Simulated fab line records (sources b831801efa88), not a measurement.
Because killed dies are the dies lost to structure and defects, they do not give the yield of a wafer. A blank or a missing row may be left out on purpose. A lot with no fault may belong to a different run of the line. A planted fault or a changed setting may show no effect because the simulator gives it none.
Matching of chambers || flow sky130 || SKY_VIA2_CMP_02 on cmp-02 has 4 sister chambers
The step polishes SiO2. 4 wafers are shown with their chamber, then 9 later ones without.

## EACH WAFER AND ITS CHAMBER
{"wafer": "L777.1", "chamber": 3, "motorCurrentA (A)": 12.0}
{"wafer": "L780.1", "chamber": 2, "motorCurrentA (A)": 13.7}
{"wafer": "L780.2", "chamber": 1, "motorCurrentA (A)": 12.4}
{"wafer": "L780.6", "chamber": 0, "motorCurrentA (A)": 11.7}

## WAFERS WHOSE CHAMBER IS MISSING
{"wafer": "L782.1", "motorCurrentA (A)": 12.9}
{"wafer": "L782.3", "motorCurrentA (A)": 12.4}
{"wafer": "L782.4", "motorCurrentA (A)": 11.9}
{"wafer": "L781.1", "motorCurrentA (A)": 11.1}
{"wafer": "L781.2", "motorCurrentA (A)": 12.2}
{"wafer": "L781.4", "motorCurrentA (A)": 11.7}
{"wafer": "L783.1", "motorCurrentA (A)": 12.6}
{"wafer": "L783.5", "motorCurrentA (A)": 12.7}
{"wafer": "L783.6", "motorCurrentA (A)": 11.3}

## WHICH CHAMBER EACH WENT THROUGH
{"wafer": "L782.1", "from the rows above": "can't be placed: 1 or 2 or 3", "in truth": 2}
{"wafer": "L782.3", "from the rows above": "can't be placed: 1 or 3", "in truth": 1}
{"wafer": "L782.4", "from the rows above": "can't be placed: 3 or 0 or 1", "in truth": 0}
{"wafer": "L781.1", "from the rows above": "can't be placed: 0 or 3", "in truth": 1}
{"wafer": "L781.2", "from the rows above": "can't be placed: 3 or 1 or 0", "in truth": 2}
{"wafer": "L781.4", "from the rows above": "can't be placed: 0 or 3", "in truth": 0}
{"wafer": "L783.1", "from the rows above": "can't be placed: 1 or 3", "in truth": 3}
{"wafer": "L783.5", "from the rows above": "can't be placed: 1 or 3", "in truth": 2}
{"wafer": "L783.6", "from the rows above": "can't be placed: 0 or 3", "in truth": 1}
Correct placement for 0 of the 9. These rows do not allow placing 9 (true chamber among the candidates in 5). Placed wrongly: 0.
How it was worked out, from the rows above alone: a wafer's distance from a chamber is the root of the sum, over the readings, of the square of ((its reading less the chamber's mean) divided by the reading's scatter). The wafer belongs to the nearest chamber; if the next one is less than 2 further off, it can't be placed. A chamber's mean is the mean of its shown wafers. The scatter: with one shown wafer a chamber, the root of the mean of the squares of how far each hidden wafer lies from its nearest shown one.
